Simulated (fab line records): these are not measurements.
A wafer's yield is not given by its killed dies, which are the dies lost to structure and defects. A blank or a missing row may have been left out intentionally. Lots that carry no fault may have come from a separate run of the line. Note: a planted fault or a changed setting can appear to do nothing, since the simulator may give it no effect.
Problem report, 8D (eight disciplines) form, completed by code    flow sky130    the parts of the form that need people (team, actions taken, sign-off) are left out

## 1. THE ISSUE
SONOS_ONO_CVD_02_THK at SKY_SONOS_ONO_THK_MEAS_03 reads a mean of 8.84 nm on 9 wafers of 3 lots; wafers without a fault read 10.52 nm with a standard deviation of 0.13. Measured from the usual mean, that is -13 standard deviations.
Earliest sighting: wafer L685.1 on filmMetro-02 at day 17 10:32. The record has a number at this step for 39 wafers belonging to 13 lots. Rule for "out" (also "out of limits"): further than 4 standard deviations from the usual mean. Any other wafer with a number is counted as sound.

## 2. WHAT THIS IS AND IS NOT
question                     is                          is not
which readings at this step  SONOS_ONO_CVD_02_THK        -
which lots                   L684, L685, L687            L669, L671, L672, L673, L674, L677, L679, L681, L682, L683
which wafers of those lots   all that have a number      -
read on which gauges         filmMetro-01, filmMetro-02  filmMetro-03
when                         from day 17 10:32           up to then (30 sound wafers)

## 3. SUSPECTS, AND WHAT RULES EACH OUT
Counting: a tool stays on the suspect list if, at a process step up to the reading, it processed all lots that are out and no sound lot following the first of them.
- the gauge at SKY_SONOS_ONO_THK_MEAS_03 is ruled out. 2 gauges (filmMetro-01, filmMetro-02) read the wafers that are out.
- lpcvd-02 at SKY_SONOS_ONO_CVD_02 (deposits Si3N4 from DCS/NH3, target thk 10.5 nm, time 180 s): kept. All lots that are out passed through it, beginning with L685 at day 17 09:29, and no sound lot followed; its final sound lot before that point was L682 at day 16 20:38. Its own spikeTcCentreC, spikeTcLowerC, spikeTcUpperC readings are out on those wafers.
The count leaves lpcvd-02 at SKY_SONOS_ONO_CVD_02.

## 4. THE CAUSE (what the simulator had put in)
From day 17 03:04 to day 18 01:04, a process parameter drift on lpcvd-02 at SKY_SONOS_ONO_CVD_02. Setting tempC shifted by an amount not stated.
Counting left only this tool.

## 5. SEQUENCE OF EFFECTS, ordered by route
One row per reading whose mean, taken over the struck wafers that have a number, lies over 3 standard deviations from the usual. Only readings for which the record gives a usual standard deviation are gone through. hours: the time from each lot's start at the first step in this table that gives one to its start at this step, as a median over the lots. sigmas: the change in usual standard deviations.
hours  step                       reading               usual     on struck wafers  change  sigmas
0      SKY_SONOS_ONO_CVD_02       spikeTcCentreC        769.8 C   760.2             -9.6    -10
0      SKY_SONOS_ONO_CVD_02       spikeTcLowerC         769.6 C   760.9             -8.7    -8.7
0      SKY_SONOS_ONO_CVD_02       spikeTcTopC           786.1 C   776.8             -9.3    -4.0
0      SKY_SONOS_ONO_CVD_02       spikeTcUpperC         769.1 C   759.9             -9.2    -9.2
1      SKY_SONOS_ONO_THK_MEAS_03  SONOS_ONO_CVD_02_THK  10.52 nm  8.84              -1.68   -13
Its process steps:
- SKY_SONOS_ONO_CVD_02: deposits Si3N4 from DCS/NH3, target thk 10.5 nm, time 180 s.
Later measuring or inspecting steps at which every struck wafer that the step has a row for has a number for every such reading, and none has moved that far: SKY_SONOS_ONO_THK_MEAS_05.

## 6. WHAT WOULD HAVE CAUGHT IT SOONER
In this record the first reading out of limits at a measuring or inspecting step was taken at day 17 10:32, 7 hours after the fault began at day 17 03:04.
At SKY_SONOS_ONO_CVD_02, the tool's own readings (spikeTcCentreC, spikeTcLowerC, spikeTcUpperC) were out on each struck wafer the step has a row for, so an alarm limit on them would have fired on the first such wafer.
L687, from the lots that are out (3), started SKY_SONOS_ONO_CVD_02 on lpcvd-02 later than day 17 10:32. Had the tool been put on hold then, it would have been spared.
